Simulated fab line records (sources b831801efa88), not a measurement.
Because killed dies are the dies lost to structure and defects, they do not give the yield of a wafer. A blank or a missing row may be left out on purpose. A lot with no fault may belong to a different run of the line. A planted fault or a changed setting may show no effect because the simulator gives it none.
Which tool did it? | flow gf180mcu | Sampling: 14 lots, 42 wafers, 2 of 602 route steps

== WHAT THE GAUGES SHOWED, per wafer ==
GF_CONTACT_RS_MEAS_25: measures by four-point-probe.
lot  | measured     | on           | CONTACT_W_RS (ohm/sq)
L267 | day 16 01:55 | filmMetro-01 | 0.393 0.392 0.391
L268 | day 16 18:30 | filmMetro-03 | 0.389 0.390 0.393
L269 | day 16 22:02 | filmMetro-04 | 0.390 0.391 0.395
L270 | day 17 03:56 | filmMetro-04 | 0.393 0.399 0.392
L271 | day 17 18:44 | filmMetro-03 | 0.395 0.395 0.398
L272 | day 17 22:51 | filmMetro-04 | 0.396 0.402 0.401
L274 | day 18 21:16 | filmMetro-01 | 0.397 0.398 0.393
L275 | day 19 02:35 | filmMetro-03 | 0.394 0.389 0.392
L276 | day 19 07:22 | filmMetro-03 | 0.392 0.392 0.396
L277 | day 20 01:27 | filmMetro-01 | 0.391 0.398 0.396
L278 | day 20 04:11 | filmMetro-03 | 0.388 0.391 0.388
L279 | day 20 08:43 | filmMetro-01 | 0.397 0.396 0.398
L283 | day 22 06:57 | filmMetro-04 | 0.394 0.395 0.399
L284 | day 22 09:13 | filmMetro-04 | 0.396 0.395 0.395

== TOOL THAT RAN EACH LOT (tool first, then ch and the chambers of the sampled wafers, then the start) ==
lot  | GF_CONTACT_SPUTTER_22
L267 | pvdSputter-04, day 16 01:43
L268 | pvdSputter-03, day 16 18:18
L269 | pvdSputter-04, day 16 21:50
L270 | pvdSputter-02, day 17 03:44
L271 | pvdSputter-03, day 17 18:29
L272 | pvdSputter-03, day 17 22:37
L274 | pvdSputter-03, day 18 21:04
L275 | pvdSputter-02, day 19 02:21
L276 | pvdSputter-03, day 19 07:10
L277 | pvdSputter-02, day 20 01:15
L278 | pvdSputter-04, day 20 03:59
L279 | pvdSputter-03, day 20 08:31
L283 | pvdSputter-03, day 22 06:43
L284 | pvdSputter-03, day 22 08:53
- GF_CONTACT_SPUTTER_22: material Ti, target thk 15 nm, time 80.02 s.

== WHAT THE TOOLS THEMSELVES READ (means of the sampled wafers that have a number; where no wafer has one, the mark that the record gives instead) ==
GF_CONTACT_SPUTTER_22.
lot  | tool          | throttleValvePct (%)
L267 | pvdSputter-04 | 30.3
L268 | pvdSputter-03 | 30.0
L269 | pvdSputter-04 | 30.1
L270 | pvdSputter-02 | 30.5
L271 | pvdSputter-03 | 29.7
L272 | pvdSputter-03 | 30.3
L274 | pvdSputter-03 | 30.3
L275 | pvdSputter-02 | 30.5
L276 | pvdSputter-03 | 29.9
L277 | pvdSputter-02 | 30.2
L278 | pvdSputter-04 | 30.1
L279 | pvdSputter-03 | 30.0
L283 | pvdSputter-03 | 30.2
L284 | pvdSputter-03 | 30.1

== THE ANSWER, worked out from the rows above alone ==
Rule: the usual values come from the lots themselves. Put in order of their means at a reading, lots are off if they are a third of the lots or fewer, leave a main group of 4 or more, and stand apart from it by a gap of 3 or more times the standard deviation of the main group's means; of several such gaps the widest counts. If all means in a main group match to the digits the tables above print for the reading, that group is not used. A lot without any number at a reading at which 4 lots or more have one is off too. The other lots that the step has rows for count as sound. Order of review: gauges by route order, followed by the tools' own readings, for which a lot's mean as printed above is used. At the first step where some lot is off, the reading lying furthest off is the one used; lots without a number count as furthest.
No lot is off at any reading shown: from this, nothing can be told.

== WHAT WAS PUT IN BY THE SIMULATOR ==
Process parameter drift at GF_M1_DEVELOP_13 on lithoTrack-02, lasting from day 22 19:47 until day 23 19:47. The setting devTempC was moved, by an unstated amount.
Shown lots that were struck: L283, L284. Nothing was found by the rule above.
